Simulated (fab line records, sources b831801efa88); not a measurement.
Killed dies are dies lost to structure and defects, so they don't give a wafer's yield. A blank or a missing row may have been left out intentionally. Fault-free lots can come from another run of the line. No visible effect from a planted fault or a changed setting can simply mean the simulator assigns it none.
Matching of chambers / flow sky130 / 3 sister chambers for SKY_CAPM_CVD_00 on pecvd-04
The step deposits SiO2, target thk 15.5 nm. 16 wafers are shown with their chamber, then 8 later ones without.

== WAFERS WITH THEIR CHAMBER ==
wafer=L155.1; chamber=2; heater power w (W)=691
wafer=L155.2; chamber=1; heater power w (W)=732
wafer=L155.6; chamber=1; heater power w (W)=746
wafer=L158.1; chamber=2; heater power w (W)=723
wafer=L158.3; chamber=0; heater power w (W)=591
wafer=L158.5; chamber=2; heater power w (W)=726
wafer=L157.2; chamber=0; heater power w (W)=612
wafer=L157.4; chamber=2; heater power w (W)=688
wafer=L157.5; chamber=1; heater power w (W)=640
wafer=L159.1; chamber=0; heater power w (W)=710
wafer=L159.2; chamber=2; heater power w (W)=683
wafer=L159.3; chamber=1; heater power w (W)=684
wafer=L167.1; chamber=2; heater power w (W)=625
wafer=L167.5; chamber=1; heater power w (W)=625
wafer=L167.6; chamber=2; heater power w (W)=623
wafer=L168.2; chamber=1; heater power w (W)=719

SIGNATURES (averages over the wafers above)
reading=heater power w; chamber 0=637.67; chamber 1=691.00; chamber 2=679.86; scatter within a chamber=48.8
Rule: for a wafer and a chamber, the distance is found by dividing, reading by reading, the gap between the wafer's reading and the chamber's mean by the reading's scatter, squaring, summing and taking the root. If the next closest chamber is less than 2 further off than the closest, the wafer can't be placed; otherwise it belongs to the closest. The scatter is the square root of a quotient: the sum, over the shown wafers, of each reading's squared deviation from its chamber's mean, divided by wafers minus chambers.

== WAFERS WITHOUT THEIR CHAMBER ==
wafer=L168.4; heater power w (W)=730
wafer=L168.5; heater power w (W)=732
wafer=L176.2; heater power w (W)=686
wafer=L176.4; heater power w (W)=667
wafer=L176.6; heater power w (W)=606
wafer=L177.3; heater power w (W)=671
wafer=L177.4; heater power w (W)=696
wafer=L177.5; heater power w (W)=647

== WHICH CHAMBER EACH ONE RAN IN ==
wafer=L168.4; from the rows above=can't be placed: 1 or 2 or 0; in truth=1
wafer=L168.5; from the rows above=can't be placed: 1 or 2 or 0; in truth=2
wafer=L176.2; from the rows above=can't be placed: 1 or 2 or 0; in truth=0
wafer=L176.4; from the rows above=can't be placed: 2 or 1 or 0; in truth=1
wafer=L176.6; from the rows above=can't be placed: 0 or 2 or 1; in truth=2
wafer=L177.3; from the rows above=can't be placed: 2 or 1 or 0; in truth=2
wafer=L177.4; from the rows above=can't be placed: 1 or 2 or 0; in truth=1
wafer=L177.5; from the rows above=can't be placed: 0 or 2 or 1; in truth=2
Placed correctly: 0 of 8. Unplaceable from these rows: 8, with the true chamber sitting among the candidates in 8. Wrongly placed: 0.
